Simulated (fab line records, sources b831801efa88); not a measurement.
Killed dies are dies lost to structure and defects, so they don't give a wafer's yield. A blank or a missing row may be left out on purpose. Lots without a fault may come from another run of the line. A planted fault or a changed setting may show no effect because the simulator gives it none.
One fault seen from 2 desks | flow sky130 | each desk has only its own numbers; what lay behind them comes last

THE METROLOGY DESK
What the gauges read, lot by lot, whatever tool the lot ran on: means of the sampled wafers that have a number. A lot is out of limits, marked OUT, if its mean lies more than 4 standard deviations from the usual mean; the brackets give that distance.
Columns: A = LDD_P_OVL at SKY_LDD_P_OVL_MEAS_08, usual 0.9 nm; B = LDD_P_TW at SKY_LDD_P_TW_MEAS_11, usual 635
lot  | first seen here | A    | B
L328 | day 18 21:14    | 1.1  | 636
L331 | day 21 01:33    | -0.2 | 632
L332 | day 21 04:45    | 2.5  | 636
L338 | day 22 20:27    | 0.6  | 719 (+26) OUT
L339 | day 23 09:50    | -1.0 | 722 (+26) OUT
L344 | day 24 23:27    | 0.8  | 633
L346 | day 25 10:44    | 2.6  | 629
L345 | day 25 11:11    | 3.1  | 630
L347 | day 25 16:04    | 1.1  | 640
L349 | day 26 22:34    | 0.8  | 637
L350 | day 27 04:24    | 0.1  | 631
This desk's finding: out of limits on L338, L339; first on L338, day 22 20:44 (LDD_P_TW at SKY_LDD_P_TW_MEAS_11). In limits: L328, L331, L332, L344, L346, L345, L347, L349, L350.

THE TOOL OWNER'S DESK: implanter-01
The tool's own readings at SKY_LDD_P_IMPLANT_09: means of the sampled wafers that have a number, for each lot that ran on this tool. A lot is out of limits, marked OUT, if its mean lies more than 4 standard deviations from the usual mean; the brackets give that distance.
Columns: A = beam_energy_keV at SKY_LDD_P_IMPLANT_09, usual 25.001; B = dose_ions_cm2 at SKY_LDD_P_IMPLANT_09, usual 1e+13; C = faraday_current_uA at SKY_LDD_P_IMPLANT_09, usual 56.4
lot  | first seen here | A      | B                       | C
L332 | day 21 04:50    | 25.005 | 1e+13                   | 56.3
L338 | day 22 20:29    | 24.994 | 1e+13 (+99 or more) OUT | 83.9 (+25) OUT
L339 | day 23 09:55    | 24.997 | 1e+13 (+99 or more) OUT | 83.3 (+24) OUT
L346 | day 25 10:46    | 24.992 | 1e+13                   | 56.2
This desk's finding: out of limits on L338, L339; first on L338, day 22 20:29 (dose_ions_cm2 at SKY_LDD_P_IMPLANT_09). In limits: L332, L346.

PUT TOGETHER
The tool owner's desk could have raised an alarm at day 22 20:29, on L338, L339.
The metrology desk could have raised an alarm at day 22 20:44, on L338, L339.
Of the lots named, all ran SKY_LDD_P_IMPLANT_09 on implanter-01.

WHAT THE SIMULATOR HAD PUT IN
Process parameter drift: implanter-01, from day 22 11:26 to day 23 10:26, at SKY_LDD_P_IMPLANT_09. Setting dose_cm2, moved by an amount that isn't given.
Lots struck among those shown: L338, L339.
Hours from the fault's start to each desk's first reading out of limits: the tool owner's desk, 9; the metrology desk, 9.
